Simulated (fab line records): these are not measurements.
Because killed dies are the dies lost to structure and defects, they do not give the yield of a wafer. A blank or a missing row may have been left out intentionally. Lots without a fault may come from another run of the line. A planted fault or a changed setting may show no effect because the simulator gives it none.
Chamber matching / flow sky130 / cmp-01 running SKY_LI_CONTACT_CMP_02: 4 sister chambers
The step polishes PSG. 8 wafers are shown with their chamber, then 12 later ones without.

== WAFERS PAIRED WITH THEIR CHAMBERS ==
wafer=L087.6; chamber=3; motor current A (A)=11.7; time to endpoint s (s)=35.9
wafer=L091.1; chamber=0; motor current A (A)=14.1; time to endpoint s (s)=33.4
wafer=L092.2; chamber=1; motor current A (A)=12.7; time to endpoint s (s)=37.6
wafer=L092.4; chamber=3; motor current A (A)=12.4; time to endpoint s (s)=36.2
wafer=L092.6; chamber=2; motor current A (A)=11.4; time to endpoint s (s)=34.5
wafer=L093.2; chamber=0; motor current A (A)=14.1; time to endpoint s (s)=33.0
wafer=L093.4; chamber=1; motor current A (A)=12.2; time to endpoint s (s)=34.8
wafer=L093.6; chamber=2; motor current A (A)=11.9; time to endpoint s (s)=35.9

== WAFERS WITHOUT THEIR CHAMBER ==
wafer=L094.2; motor current A (A)=12.8; time to endpoint s (s)=33.0
wafer=L094.3; motor current A (A)=14.5; time to endpoint s (s)=31.5
wafer=L094.4; motor current A (A)=11.6; time to endpoint s (s)=34.9
wafer=L094.1; motor current A (A)=11.6; time to endpoint s (s)=33.0
wafer=L094.5; motor current A (A)=13.0; time to endpoint s (s)=33.8
wafer=L094.6; motor current A (A)=11.6; time to endpoint s (s)=32.7
wafer=L096.1; motor current A (A)=11.9; time to endpoint s (s)=33.7
wafer=L096.2; motor current A (A)=11.7; time to endpoint s (s)=32.7
wafer=L096.5; motor current A (A)=12.1; time to endpoint s (s)=35.7
wafer=L095.1; motor current A (A)=12.5; time to endpoint s (s)=34.5
wafer=L095.3; motor current A (A)=11.3; time to endpoint s (s)=34.4
wafer=L095.5; motor current A (A)=11.4; time to endpoint s (s)=33.5

== THE CHAMBER EACH PASSED THROUGH ==
wafer=L094.2; from the rows above=can't be placed: 1 or 3 or 0 or 2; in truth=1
wafer=L094.3; from the rows above=0; in truth=0
wafer=L094.4; from the rows above=can't be placed: 2 or 3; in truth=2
wafer=L094.1; from the rows above=can't be placed: 2 or 3 or 1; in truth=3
wafer=L094.5; from the rows above=can't be placed: 1 or 0 or 3 or 2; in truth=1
wafer=L094.6; from the rows above=can't be placed: 2 or 3 or 1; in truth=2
wafer=L096.1; from the rows above=can't be placed: 2 or 3 or 1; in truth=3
wafer=L096.2; from the rows above=can't be placed: 2 or 3 or 1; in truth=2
wafer=L096.5; from the rows above=can't be placed: 3 or 1 or 2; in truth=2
wafer=L095.1; from the rows above=can't be placed: 1 or 3 or 2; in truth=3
wafer=L095.3; from the rows above=can't be placed: 2 or 3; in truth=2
wafer=L095.5; from the rows above=can't be placed: 2 or 3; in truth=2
Placed correctly: 1 of 12. These rows do not allow placing 11 (true chamber among the candidates in 11). Wrongly placed: 0.
How it was worked out, from the rows above alone: a wafer's distance from a chamber is the root of the sum, over the readings, of the square of ((its reading less the chamber's mean) divided by the reading's scatter). If the next closest chamber is less than 2 further off than the closest, the wafer can't be placed; otherwise it belongs to the closest. For every chamber, the mean is computed from those of its wafers that are shown. The scatter: the root of (the sum of the squares of (reading less its chamber's mean) over the shown wafers, divided by (wafers less chambers)).
